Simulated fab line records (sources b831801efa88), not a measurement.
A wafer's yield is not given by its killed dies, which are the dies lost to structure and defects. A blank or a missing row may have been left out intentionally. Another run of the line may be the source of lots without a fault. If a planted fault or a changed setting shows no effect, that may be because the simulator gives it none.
Which tool is to blame?	flow sfqLine	7 lots, 21 wafers sampled, at 2 steps of a route of 325

WHAT EACH GAUGE READ, for each wafer
SFQ_M4_RS_MEAS_924: measures by four-point-probe.
lot	measured	on	M4_NB_RS (ohm/sq)
L670	day 43 10:37	filmMetro-01	0.874 0.879 0.880
L672	day 44 18:09	filmMetro-03	0.914 0.914 0.909
L674	day 45 13:22	filmMetro-03	0.904 0.904 0.896
L676	day 46 06:09	filmMetro-03	0.903 0.899 0.896
L683	day 48 10:34	filmMetro-01	1.481 1.441 0.892
L687	day 49 08:55	filmMetro-04	0.897 0.890 0.883
L689	day 50 11:55	filmMetro-03	0.875 0.879 0.883

EACH LOT AND THE TOOL THAT RAN IT (in order: tool; ch and the chambers of the sampled wafers; start)
lot	SFQ_TRILAYER_M4_DEP_SPUTTER_091
L670	pvdSputter-05, day 43 10:29
L672	pvdSputter-03, day 44 18:04
L674	pvdSputter-06, day 45 13:16
L676	pvdSputter-03, day 46 06:04
L683	pvdSputter-05, day 48 10:28
L687	pvdSputter-03, day 49 08:48
L689	pvdSputter-06, day 50 11:48
- SFQ_TRILAYER_M4_DEP_SPUTTER_091: material Nb, target thk 200 nm, time 133.3 s.

THE ANSWER, worked out from the rows above alone
Rule: the usual values come from the lots themselves. Put in order of their means at a reading, lots are off if they are a third of the lots or fewer, leave a main group of 4 or more, and stand apart from it by a gap of 3 or more times the standard deviation of the main group's means; of several such gaps the widest counts. A main group is skipped when, at the precision printed for the reading in the tables above, its means are all equal. Also off: a lot with no number at a reading for which 4 or more lots have one. Any other lot the step has rows for is counted as sound.
Off: at SFQ_M4_RS_MEAS_924 (M4_NB_RS), L683. Main group: mean 0.893 ohm/sq, sd 0.012.
If a tool, at a process step before that reading, ran all the lots that are off and no sound lot after the first of them, it fits. The gauges at SFQ_M4_RS_MEAS_924 are tried like those tools. Undecided on this evidence; 2 tools fit (pvdSputter-05 at SFQ_TRILAYER_M4_DEP_SPUTTER_091, filmMetro-01 at SFQ_M4_RS_MEAS_924).

WHAT HAD BEEN PUT IN BY THE SIMULATOR
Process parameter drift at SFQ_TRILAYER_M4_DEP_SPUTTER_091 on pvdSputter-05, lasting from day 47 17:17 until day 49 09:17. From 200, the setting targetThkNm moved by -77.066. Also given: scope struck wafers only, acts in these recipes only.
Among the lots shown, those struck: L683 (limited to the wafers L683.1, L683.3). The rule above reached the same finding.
